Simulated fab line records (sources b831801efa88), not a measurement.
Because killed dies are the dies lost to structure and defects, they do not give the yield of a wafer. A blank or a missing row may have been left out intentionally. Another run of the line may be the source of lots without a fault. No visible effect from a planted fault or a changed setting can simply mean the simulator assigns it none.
Check for tools in common + flow gf180mcu + 12 lots and 36 wafers in the sample

== THE REASON FOR OPENING IT ==
At GF_POLY_GATE_THK_MEAS_01 the reading POLY_GATE_CVD_00_THK is flagged on 3 of 12 lots. Fault-free wafers read 199.8 nm, with a standard deviation of 2.7.
Rule: a lot is flagged when every wafer of it that has a number lies more than 4 standard deviations from that mean, or none has a number. All remaining lots are regarded as sound.

| lot  | measured     | on            | POLY_GATE_CVD_00_THK (nm), wafer by wafer | flag    |
|------|--------------|---------------|-------------------------------------------|---------|
| L340 | day 9 04:44  | film-metro-02 | 204.3 205.1 204.2                         |         |
| L341 | day 9 08:41  | film-metro-01 | 201.6 203.4 202.6                         |         |
| L342 | day 9 14:59  | film-metro-02 | 200.1 202.6 201.8                         |         |
| L343 | day 9 22:55  | film-metro-02 | 197.5 199.5 197.5                         |         |
| L345 | day 10 16:32 | film-metro-02 | 201.3 200.4 199.8                         |         |
| L347 | day 11 03:34 | film-metro-01 | 179.5 180.7 180.4                         | FLAGGED |
| L348 | day 11 14:31 | film-metro-04 | 175.9 178.8 177.6                         | FLAGGED |
| L349 | day 11 18:35 | film-metro-01 | 178.6 180.6 178.7                         | FLAGGED |
| L358 | day 14 08:05 | film-metro-01 | 198.8 199.1 199.2                         |         |
| L359 | day 14 13:52 | film-metro-04 | 202.9 202.7 200.9                         |         |
| L360 | day 15 00:22 | film-metro-01 | 203.1 205.5 203.3                         |         |
| L361 | day 15 02:49 | film-metro-04 | 202.8 200.6 200.8                         |         |
Average over the flagged lots: 179.0 nm; offset from the usual -20.8 nm, equal to -8 standard deviations.

== WHICH TOOL EACH LOT WENT THROUGH ==
The record keeps 1 process step preceding the reading, out of 602 steps on the route. Read each cell as the tool, then ch plus the chambers that the sampled wafers visited, then the start.
| lot  | flag    | GF_POLY_GATE_CVD_00         |
|------|---------|-----------------------------|
| L340 |         | lpcvd-02 ch 0, day 9 03:23  |
| L341 |         | lpcvd-01 ch 0, day 9 07:20  |
| L342 |         | lpcvd-01 ch 0, day 9 13:38  |
| L343 |         | lpcvd-02 ch 0, day 9 21:34  |
| L345 |         | lpcvd-02 ch 1, day 10 15:11 |
| L347 | FLAGGED | lpcvd-02 ch 1, day 11 02:14 |
| L348 | FLAGGED | lpcvd-02 ch 1, day 11 13:11 |
| L349 | FLAGGED | lpcvd-02 ch 0, day 11 17:16 |
| L358 |         | lpcvd-02 ch 1, day 14 06:44 |
| L359 |         | lpcvd-01 ch 0, day 14 12:31 |
| L360 |         | lpcvd-01 ch 0, day 14 23:01 |
| L361 |         | lpcvd-02 ch 1, day 15 01:29 |
What the steps here do:
- GF_POLY_GATE_CVD_00: deposits poly-Si, target thk 200 nm, time 1200 s.
- GF_POLY_GATE_THK_MEAS_01

== FLAGGED OVER TOTAL, TOOL BY TOOL (the gauges that took the reading come last) ==
| step                     | tool          | lots run | flagged | share of the flagged lots | sound lots run after its first flagged lot |
|--------------------------|---------------|----------|---------|---------------------------|--------------------------------------------|
| GF_POLY_GATE_CVD_00      | lpcvd-01      | 4        | 0       | none                      | -                                          |
| GF_POLY_GATE_CVD_00      | lpcvd-02      | 8        | 3       | all                       | 2 (L358,L361)                              |
| GF_POLY_GATE_THK_MEAS_01 | film-metro-01 | 5        | 2       | some                      | 2 (L358,L360)                              |
| GF_POLY_GATE_THK_MEAS_01 | film-metro-02 | 4        | 0       | none                      | -                                          |
| GF_POLY_GATE_THK_MEAS_01 | film-metro-04 | 3        | 1       | some                      | 2 (L359,L361)                              |

== THE TABLE: WHAT IT ALLOWS ==
Rows of the table that ran each flagged lot: 1, that is lpcvd-02 at GF_POLY_GATE_CVD_00.
- lpcvd-02 at GF_POLY_GATE_CVD_00 ran 8 lots, 3 of them flagged. After the first flagged lot (L358, L361), sound lots still ran on it; a lasting fault on the whole tool would not permit that. Its own readings lie more than 4 standard deviations out on every wafer of the flagged lots: pressure-mtorr.
There is no row in the table that ran each flagged lot and no sound lot after the first.

== WHAT THE SIMULATOR PUT IN ==
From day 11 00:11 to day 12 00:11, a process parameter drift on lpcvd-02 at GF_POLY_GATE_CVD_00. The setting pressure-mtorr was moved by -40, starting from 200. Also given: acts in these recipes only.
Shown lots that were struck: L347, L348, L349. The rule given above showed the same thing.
